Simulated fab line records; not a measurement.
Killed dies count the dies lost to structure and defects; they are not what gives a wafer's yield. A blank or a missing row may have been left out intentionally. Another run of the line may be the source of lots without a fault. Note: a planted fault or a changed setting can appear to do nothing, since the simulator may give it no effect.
A lot that was struck, set against a sound lot	flow sky130	15 steps out of a route of 708
Sound: these wafers, L731.1, L731.5, L731.6. Struck: wafer L744.4 (L744.1, L744.5, from the same lot, were not struck and are left out); the cause is given at the end.
Per side, at each step with rows, come the tool, then ch with its chambers, and then its first start. Under that, the readings that differ: sound wafers	struck wafers	difference of the means	sigmas: that difference in standard deviations of wafers without a fault.
alike: readings with means less than 2 such deviations apart, plus words and numbers identical on both sides. not compared: withheld readings, readings lacking a value on some wafer, bounds such as >300 that could conceal the same value, and numbers that have no deviation in the record and whose values overlap.
A row with sigmas, a row that says differs or no value, or rows on one side alone: a step with any of these is where the two part. Numbers that don't overlap but have no deviation are shown without sigmas and don't part them. A reading missing from all wafers of one side parts the sides only when that side holds two or more wafers.

SKY_VIA2_CD_MEAS_12: the cd target is 200 nm.
  sound on cd-sem-01, day 37 02:07; struck on cd-sem-02, day 41 04:55
  alike: cd-nm
SKY_VIA2_OVL_MEAS_13:
  sound on overlay-02, day 37 02:14; struck on overlay-02, day 41 05:02
  alike: VIA2_OVL
SKY_VIA2_ETCH_14: etches BARC in N2/H2, stops on SiO2, time 45.9 s, target depth 60 nm.
  sound on rie-diel-03 ch 1,3, day 37 02:16; struck on rie-diel-02 ch 1, day 41 05:04
  alike: drypump-motor-current-A, oes-product-au, throttle-valve-pct
  not compared: rf-hours-counter-h
SKY_VIA2_ETCH_15: etches SiO2 in C4F8/O2/Ar, stops on TiN, target depth 546 nm, time 84 s.
  sound on rie-diel-03 ch 1,3, day 37 02:19; struck on rie-diel-02 ch 1, day 41 05:07
  alike: oes-product-au
  not compared: rf-hours-counter-h
SKY_VIA2_STRIP_16: strips in O2/N2.
  sound on plasma-asher-04 ch 0,1, day 37 02:23; struck on plasma-asher-01 ch 0, day 41 05:11
  alike: drypump-motor-current-A, o2-flow-sccm, oes-product-au, strip-time-to-endpoint-s
  not compared: rf-hours-counter-h
then, 3 steps without rows for these wafers: SKY_VIA2_STRIP_17 (strips in post etch residue remover, time 1200 s); SKY_VIA2_CLEAN_18 (cleans in IPA, time 180 s); SKY_VIA2_CLEAN_19 (cleans in O3/DIW).
SKY_VIA2_SPUTTER_20: material TiN, target thk 20 nm, time 80 s.
  sound on pvd-sputter-01, day 37 03:04; struck on pvd-sputter-02, day 41 06:10
  alike: throttle-valve-pct
then, 1 step without rows for these wafers: SKY_VIA2_CVD_21 (deposits W, target thk 420 nm, time 126.4 s).
SKY_VIA2_RS_MEAS_22: a four-point-probe measurement.
  sound on film-metro-01, day 37 03:16; struck on film-metro-03, day 41 06:25
  alike: VIA2_W_RS
SKY_VIA2_THK_MEAS_23: measures by xrf.
  sound on film-metro-01, day 37 03:23; struck on film-metro-03, day 41 06:32
  alike: VIA2_W_THK
SKY_VIA2_CMP_24: polishes, stops on SiO2, t overpolish 20 s, target thk 0 nm.
  sound on cmp-01 ch 0,1,2, day 37 03:36; struck on cmp-01 ch 1, day 41 06:39
reading	sound	struck	difference	sigmas
overpolish-run-s (s)	19.997 20.002 20.003	0.050	-19.951	-99 or more
time-to-endpoint-s (s)	104 104 99	159	+57	+19
  alike: motor-current-A, slurry-flow-ml-min
SKY_METAL3_SPUTTER_00: material Ti, target thk 15 nm, time 10 s.
  the record has rows for the sound wafers here (pvd-sputter-04, day 37 03:45) and none for the struck ones
-- the record jumps here: 8 days lie between the struck wafers' starts before and after (it left off in module METAL3 and takes up again in module PAD_OPEN, whose first step shown is number 708 of the route) --
SKY_PAD_OPEN_PROBE_99:
  sound on prober-02, day 46 10:08; struck on prober-01, day 49 14:23
reading	sound	struck	difference	sigmas
defect-limited-yield (%)	84.6 82.9 81.1	0	-83	-39
killed_at_M0_to_M3	38 44 46	453	+410	+56
killed-dies	76 84 93	492	+408	+41
killed-on-rim	12 19 21	96	+79	+22
sort_bin_3_pad_short (%)	0.4 0.6 0.8	83.5	+82.9	+99 or more
sort-n-pass	416 408 399	0	-408	-41
sort-yield-pct (%)	84.6 82.9 81.1	0	-83	-39
  alike: killed_at_M4_up, killed-at-contacts, killed-at-front-end, killed-at-other, killed-open, killed-short, sort_bin_5_function, sort_bin_6_memory

== WHERE THEY PART ==
Last at SKY_PAD_OPEN_PROBE_99 as far as this record goes, first at SKY_VIA2_CMP_24.

WHY: the cause the simulator had injected
cmp-01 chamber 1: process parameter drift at SKY_VIA2_CMP_24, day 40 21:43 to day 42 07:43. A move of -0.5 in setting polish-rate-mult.
